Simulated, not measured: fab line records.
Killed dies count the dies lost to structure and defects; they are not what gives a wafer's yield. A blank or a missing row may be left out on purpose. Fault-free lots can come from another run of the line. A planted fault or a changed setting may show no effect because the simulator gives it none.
Problem report, 8D (eight disciplines) form, completed by code	flow gf180mcu	the parts of the form that need people (team, actions taken, sign-off) are left out

== 1. PROBLEM STATEMENT ==
Mean PASSIVATION_CVD_00_THK at GF_PASSIVATION_THK_MEAS_01: 1318 nm over 3 wafers in 3 lots; fault-free wafers: 1000 nm, standard deviation 13. That puts it +24 standard deviations away from the usual mean.
Seen first at day 30 09:37 on film_metro-01, wafer L757.5. At this step, 43 wafers from 15 lots have a number in the record. Rule for "out" (also "out of limits"): further than 4 standard deviations from the usual mean. Any other wafer with a number is counted as sound.

== 2. WHAT IT IS; WHAT IT IS NOT ==
question	is	is not
which readings at this step	PASSIVATION_CVD_00_THK	-
which lots	L757, L760, L762	L754, L755, L756, L766, L767, L768, L769, L770, L772, L773, L774, L776
which wafers of those lots	L757.5, L760.2, L762.5	L757.6, L760.3, L760.4, L762.1
read on which gauges	film_metro-01, film_metro-02	film_metro-03
when	from day 30 09:37	up to then (10 sound wafers); but 30 sound wafers of L760, L762, L766, L767, L768, L769, L770, L772, L773, L774, L776 came after

== 3. WHAT RULES OUT EACH SUSPECT ==
Counting: any tool at a process step up to the reading remains a suspect provided it ran every lot that is out. Sound lots after the first of them don't rule it out here, since some wafers of a struck lot are sound.
- the gauge at GF_PASSIVATION_THK_MEAS_01: ruled out. Those wafers that are out were read across 2 gauges (film_metro-01, film_metro-02).
- pecvd-02 at GF_PASSIVATION_CVD_00 (deposits SiO2 from TEOS, target thk 1000 nm, time 111.95 s): kept. It processed each lot that is out (first: L757, day 30 09:32); up to then, its last sound lot is L755 (day 29 15:32).
After counting, what remains is pecvd-02 at GF_PASSIVATION_CVD_00.

== 4. THE CAUSE (what the simulator had put in) ==
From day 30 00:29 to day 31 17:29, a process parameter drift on pecvd-02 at GF_PASSIVATION_CVD_00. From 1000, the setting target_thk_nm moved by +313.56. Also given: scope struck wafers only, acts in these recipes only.
After counting, this tool was the only one left.

== 5. THE CHAIN OF EFFECTS, in route order ==
One row per reading whose mean, taken over the struck wafers that have a number, lies over 3 standard deviations from the usual. Scope: only readings with a usual standard deviation given in the record; hours: median across lots of the time from each lot's start at the first step in this table that gives one to its start at this step; sigmas: change in usual standard deviations.
hours	step	reading	usual	on struck wafers	change	sigmas
0	GF_PASSIVATION_THK_MEAS_01	PASSIVATION_CVD_00_THK	1000 nm	1318	+318	+24

== 6. HOW IT WOULD HAVE BEEN CAUGHT EARLIER ==
Counted from the fault's start at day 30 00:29, it took 9 hours until the first out-of-limits reading at a measuring or inspecting step in this record, taken at day 30 09:37.
Tool readings at GF_PASSIVATION_CVD_00 with a usual standard deviation given in the record: none out on any struck wafer, hence no alarm at a limit of 4 standard deviations on them.
Of the lots that are out (3), L760, L762 began GF_PASSIVATION_CVD_00 on pecvd-02 after day 30 09:37. A hold on the tool at that time would have spared those 2.
